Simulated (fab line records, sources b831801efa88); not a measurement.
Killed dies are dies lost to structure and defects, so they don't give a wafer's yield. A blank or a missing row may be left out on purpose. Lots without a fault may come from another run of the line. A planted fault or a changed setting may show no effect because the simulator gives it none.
One fault seen from 2 desks | flow gf180mcu | each desk has only its own numbers; what lay behind them comes last

THE TOOL OWNER'S DESK: furnace-02
The tool's own readings at GF_POLY_GATE_OXIDATION_16 (stabilise 600 s, purge 300 s, target thk 4 nm): means of the sampled wafers that have a number, for each lot that ran on this tool. A lot is out of limits, marked OUT, if its mean lies more than 4 standard deviations from the usual mean; the brackets give that distance.
Columns: A = spike_tc_centre_C at GF_POLY_GATE_OXIDATION_16, usual 851.0 C; B = tube_center_temp_C at GF_POLY_GATE_OXIDATION_16, usual 850.01 C; C = tube_center_temp_C_max at GF_POLY_GATE_OXIDATION_16, usual 852.2; D = zone_power_lower_pct at GF_POLY_GATE_OXIDATION_16, usual 17.4 %; E = zone_power_upper_pct at GF_POLY_GATE_OXIDATION_16, usual 16.3 %
lot  | first seen here | A     | B      | C     | D    | E
L592 | day 9 15:20     | 850.7 | 850.00 | 852.0 | 18.3 | 17.2
L594 | day 10 09:40    | 851.2 | 850.07 | 852.2 | 18.6 | 17.0
L595 | day 10 15:30    | 851.0 | 849.96 | 852.0 | 18.5 | 17.1
L603 | day 12 21:26    | 850.0 | 850.02 | 852.2 | 18.5 | 17.2
L604 | day 13 02:58    | 850.7 | 850.02 | 852.0 | 18.5 | 17.0
This desk's finding: nothing out of limits on any of the 5 lots.

THE METROLOGY DESK
What the gauges read, lot by lot, whatever tool the lot ran on: means of the sampled wafers that have a number. A lot is out of limits, marked OUT, if its mean lies more than 4 standard deviations from the usual mean; the brackets give that distance. Of its 10 readings 7 are shown: those that lie furthest out on some lot.
Columns: A = POLY_GATE_OVL at GF_POLY_GATE_OVL_MEAS_11, usual 2 nm; B = POLY_GATE_OXIDATION_THK at GF_POLY_GATE_THK_MEAS_17, usual 4.02 nm; C = cd_nm at GF_HV_LDD_CD_MEAS_07, usual 399.8 nm; D = HV_LDD_OVL at GF_HV_LDD_OVL_MEAS_08, usual -1.4 nm; E = HV_LDD_TW at GF_HV_LDD_TW_MEAS_11, usual 2421; F = cd_nm at GF_HV_LDD_CD_MEAS_19, usual 400.5 nm; G = HV_LDD_2_TW at GF_HV_LDD_TW_MEAS_23, usual 1063
lot  | first seen here | A  | B    | C     | D    | E    | F     | G
L592 | day 9 14:55     | 8  | 4.00 | 399.0 | -0.7 | 2401 | 396.6 | 1056
L594 | day 10 08:16    | 1  | 3.94 | 402.7 | -1.8 | 2440 | 399.2 | 1062
L595 | day 10 13:47    | -1 | 4.01 | 401.0 | -3.1 | 2402 | 401.9 | 1062
L603 | day 12 21:02    | 3  | 3.96 | 399.4 | -1.0 | 2434 | 401.6 | 1054
L604 | day 13 02:05    | 2  | 3.87 | 399.8 | -0.2 | 2405 | 402.9 | 1050
L614 | day 16 01:56    | 3  | 4.08 | 402.5 | -1.1 | 2406 | 398.6 | 1060
This desk's finding: nothing out of limits on any of the 6 lots.

PUT TOGETHER
The tool owner's desk saw nothing out of limits.
The metrology desk saw nothing out of limits.

WHAT THE SIMULATOR HAD PUT IN
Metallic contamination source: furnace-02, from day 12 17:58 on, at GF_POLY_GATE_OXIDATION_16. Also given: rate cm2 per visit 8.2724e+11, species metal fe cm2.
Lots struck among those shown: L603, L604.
